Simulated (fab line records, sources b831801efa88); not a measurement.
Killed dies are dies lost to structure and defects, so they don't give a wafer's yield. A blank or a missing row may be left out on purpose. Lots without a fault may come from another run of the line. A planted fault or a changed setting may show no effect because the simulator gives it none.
One fault seen from 2 desks | flow sky130 | each desk has only its own numbers; what lay behind them comes last

THE TOOL OWNER'S DESK: implanter-03
The tool's own readings at SKY_PWDE_IMPLANT_08: means of the sampled wafers that have a number, for each lot that ran on this tool. A lot is out of limits, marked OUT, if its mean lies more than 4 standard deviations from the usual mean; the brackets give that distance.
Columns: A = beam_on_s at SKY_PWDE_IMPLANT_08, usual 10.02 s; B = end_station_pressure_torr at SKY_PWDE_IMPLANT_08, usual 5.04e-06 Torr; C = faraday_current_uA at SKY_PWDE_IMPLANT_08, usual 20.3
lot  | first seen here | A                | B                          | C
L915 | day 5 13:01     | 11.45 (+7.5) OUT | 7.84e-05 (+99 or more) OUT | 17.4 (-7.7) OUT
L917 | day 5 18:17     | 11.38 (+7.1) OUT | 7.85e-05 (+99 or more) OUT | 17.5 (-7.3) OUT
L920 | day 6 02:18     | 11.59 (+8.2) OUT | 7.77e-05 (+99 or more) OUT | 17.2 (-8.2) OUT
L931 | day 9 01:25     | 10.08            | 4.74e-06                   | 20.1
This desk's finding: out of limits on L915, L917, L920; first on L915, day 5 13:01 (beam_on_s at SKY_PWDE_IMPLANT_08). In limits: L931.

THE METROLOGY DESK
What the gauges read, lot by lot, whatever tool the lot ran on: means of the sampled wafers that have a number. A lot is out of limits, marked OUT, if its mean lies more than 4 standard deviations from the usual mean; the brackets give that distance.
Columns: A = FIELD_ISO_OXIDATION_00_THK at SKY_FIELD_ISO_THK_MEAS_02, usual 12.00 nm; B = DNWELL_TW at SKY_DNWELL_TW_MEAS_09, usual 1119; C = PWDE_TW at SKY_PWDE_TW_MEAS_10, usual 374.9; D = NWELL_00_OVL at SKY_NWELL_OVL_MEAS_10, usual -0.2 nm; E = PWDE_RS at SKY_NWELL_RS_MEAS_31, usual 5277 ohm/sq
lot  | first seen here | A     | B    | C                | D    | E
L911 | day 1 17:44     | 11.90 | 1108 | 373.4            | 0.2  | 5248
L912 | day 1 23:23     | 12.35 | 1119 | 374.1            | -1.2 | 5282
L915 | day 2 13:08     | 11.98 | 1117 | 391.8 (+6.8) OUT | -0.2 | 4785 (-20) OUT
L917 | day 2 23:53     | 11.91 | 1117 | 385.0 (+4.1) OUT | -1.7 | 4774 (-21) OUT
L920 | day 3 13:38     | 11.81 | 1115 | 391.1 (+6.5) OUT | 0.2  | 4767 (-21) OUT
L921 | day 3 18:38     | 12.10 | 1128 | 371.7            | 1.2  | 5275
L924 | day 4 09:53     | 12.35 | 1126 | 376.4            | 0.6  | 5288
L925 | day 4 15:47     | 11.96 | 1128 | 374.8            | -0.3 | 5279
L927 | day 5 00:48     | 11.88 | 1126 | 373.4            | -1.4 | 5268
L928 | day 5 06:46     | 12.14 | 1110 | 376.6            | 1.6  | 5303
L931 | day 5 21:02     | 11.98 | 1130 | 371.2            | 1.5  | 5286
L933 | day 6 07:38     | 11.75 | 1118 | 376.5            | -0.5 | 5270
This desk's finding: out of limits on L915, L917, L920; first on L915, day 5 13:13 (PWDE_TW at SKY_PWDE_TW_MEAS_10). In limits: L911, L912, L921, L924, L925, L927, L928, L931, L933.

PUT TOGETHER
The tool owner's desk could have raised an alarm at day 5 13:01, on L915, L917, L920.
The metrology desk could have raised an alarm at day 5 13:13, on L915, L917, L920.
Of the lots named, all ran SKY_PWDE_IMPLANT_08 on implanter-03.

WHAT THE SIMULATOR HAD PUT IN
Process parameter drift: implanter-03, from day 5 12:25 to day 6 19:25, at SKY_PWDE_IMPLANT_08. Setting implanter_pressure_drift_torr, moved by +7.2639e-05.
Process parameter drift: implanter-03, from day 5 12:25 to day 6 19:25, at SKY_PWDE_IMPLANT_08. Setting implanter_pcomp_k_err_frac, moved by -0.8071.
Lots struck among those shown: L915, L917, L920.
Hours from the fault's start to each desk's first reading out of limits: the tool owner's desk, 1; the metrology desk, 1.
